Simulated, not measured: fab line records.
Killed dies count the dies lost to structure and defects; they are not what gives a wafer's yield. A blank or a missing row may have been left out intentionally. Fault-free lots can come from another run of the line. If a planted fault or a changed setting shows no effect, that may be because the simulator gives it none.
Which tool is to blame? | flow sky130 | Sampling: 14 lots, 42 wafers, 3 of 708 route steps

WHAT EACH GAUGE READ, for each wafer
SKY_METAL2_RS_MEAS_05: measurement is done with a four-point probe.
lot  | measured     | on           | METAL2_ALCU_RS (ohm/sq)
L359 | day 34 08:42 | filmMetro-03 | 0.1278 0.1267 0.1281
L361 | day 35 03:24 | filmMetro-01 | 0.1270 0.1272 0.1287
L362 | day 35 09:14 | filmMetro-04 | 0.1275 0.1273 0.1275
L364 | day 35 22:12 | filmMetro-04 | 0.1285 0.1264 0.1271
L363 | day 35 23:41 | filmMetro-01 | 0.1299 0.1291 0.1300
L366 | day 36 19:13 | filmMetro-01 | 0.1281 0.1281 0.1278
L368 | day 37 05:49 | filmMetro-04 | 0.1274 0.1279 0.1275
L369 | day 37 17:14 | filmMetro-03 | 0.1267 0.1286 0.1283
L370 | day 37 20:38 | filmMetro-01 | 0.1265 0.1267 0.1264
L371 | day 37 22:43 | filmMetro-01 | 0.1362 0.1282 0.1277
L373 | day 39 06:10 | filmMetro-03 | 0.1363 0.1286 0.1367
L374 | day 39 13:52 | filmMetro-04 | 0.1293 0.1296 0.1283
L380 | day 40 21:31 | filmMetro-01 | 0.1283 0.1288 0.1273
L381 | day 41 02:01 | filmMetro-01 | 0.1267 0.1264 0.1257

SKY_METAL2_THK_MEAS_06: measures by xrf.
lot  | measured     | on           | METAL2_ALCU_THK (nm)
L359 | day 34 08:48 | filmMetro-03 | 250.5 251.4 246.0
L361 | day 35 03:30 | filmMetro-01 | 250.4 249.6 246.1
L362 | day 35 09:22 | filmMetro-04 | 248.0 248.1 248.6
L364 | day 35 22:19 | filmMetro-04 | 246.6 251.8 249.1
L363 | day 35 23:48 | filmMetro-01 | 246.1 247.2 243.5
L366 | day 36 19:19 | filmMetro-01 | 250.1 251.2 248.3
L368 | day 37 05:56 | filmMetro-04 | 250.7 247.1 247.3
L369 | day 37 17:20 | filmMetro-03 | 251.7 247.2 250.4
L370 | day 37 20:46 | filmMetro-01 | 251.1 252.3 251.6
L371 | day 37 22:50 | filmMetro-01 | 233.7 248.0 247.6
L373 | day 39 06:17 | filmMetro-03 | 233.2 246.8 231.8
L374 | day 39 13:59 | filmMetro-04 | 245.2 242.7 247.4
L380 | day 40 21:38 | filmMetro-01 | 246.6 243.5 247.4
L381 | day 41 02:08 | filmMetro-01 | 251.5 251.3 251.2

WHICH TOOL RAN EACH LOT (tool, then ch and the chambers of the sampled wafers, then the start)
lot  | SKY_METAL2_SPUTTER_02
L359 | pvdSputter-03, day 34 08:34
L361 | pvdSputter-03, day 35 03:15
L362 | pvdSputter-03, day 35 09:09
L364 | pvdSputter-03, day 35 22:05
L363 | pvdSputter-01, day 35 23:35
L366 | pvdSputter-04, day 36 19:06
L368 | pvdSputter-04, day 37 05:44
L369 | pvdSputter-04, day 37 17:07
L370 | pvdSputter-03, day 37 20:33
L371 | pvdSputter-04, day 37 22:37
L373 | pvdSputter-04, day 39 06:05
L374 | pvdSputter-01, day 39 13:46
L380 | pvdSputter-03, day 40 21:25
L381 | pvdSputter-03, day 41 01:54
- SKY_METAL2_SPUTTER_02: material AlCu, target thk 250 nm, time 13.3 s.

AS READ BY THE TOOLS THEMSELVES (means over the sampled wafers that have a number; for cases with no such wafer, the mark the record gives instead)
SKY_METAL2_SPUTTER_02.
lot  | tool          | chamberPressurePa (Pa) | throttleValvePct (%)
L359 | pvdSputter-03 | 0.4001                 | 29.9
L361 | pvdSputter-03 | 0.4000                 | 30.1
L362 | pvdSputter-03 | 0.3997                 | 30.0
L364 | pvdSputter-03 | 0.3998                 | 29.8
L363 | pvdSputter-01 | 0.4005                 | 29.0
L366 | pvdSputter-04 | 0.4000                 | 28.2
L368 | pvdSputter-04 | 0.4002                 | 28.2
L369 | pvdSputter-04 | 0.4003                 | 28.6
L370 | pvdSputter-03 | 0.4004                 | 30.4
L371 | pvdSputter-04 | 0.3994                 | 29.6
L373 | pvdSputter-04 | 0.3997                 | 28.8
L374 | pvdSputter-01 | 0.3997                 | 29.5
L380 | pvdSputter-03 | 0.3996                 | 29.5
L381 | pvdSputter-03 | 0.4001                 | 29.9

THE ANSWER, worked out from the rows above alone
Rule: usual is defined by the lots themselves. The widest of any qualifying gaps counts: lots, ordered by their means at a reading, are off when they make up no more than a third of the lots, leave a main group of 4 or more, and stand apart from it by 3 or more times the standard deviation of that group's means. If all means in a main group match to the digits the tables above print for the reading, that group is not used. Also off: a lot with no number at a reading for which 4 or more lots have one. The other lots that the step has rows for count as sound. First the gauges in route order, then the tools' own readings, where a lot's mean is used as printed above. The first step at which some lot is off is used, and at that step the reading that is off furthest; a lot without a number counts as furthest.
Nothing can be told from this: no lot is off at any reading shown.

WHAT THE SIMULATOR HAD PUT IN
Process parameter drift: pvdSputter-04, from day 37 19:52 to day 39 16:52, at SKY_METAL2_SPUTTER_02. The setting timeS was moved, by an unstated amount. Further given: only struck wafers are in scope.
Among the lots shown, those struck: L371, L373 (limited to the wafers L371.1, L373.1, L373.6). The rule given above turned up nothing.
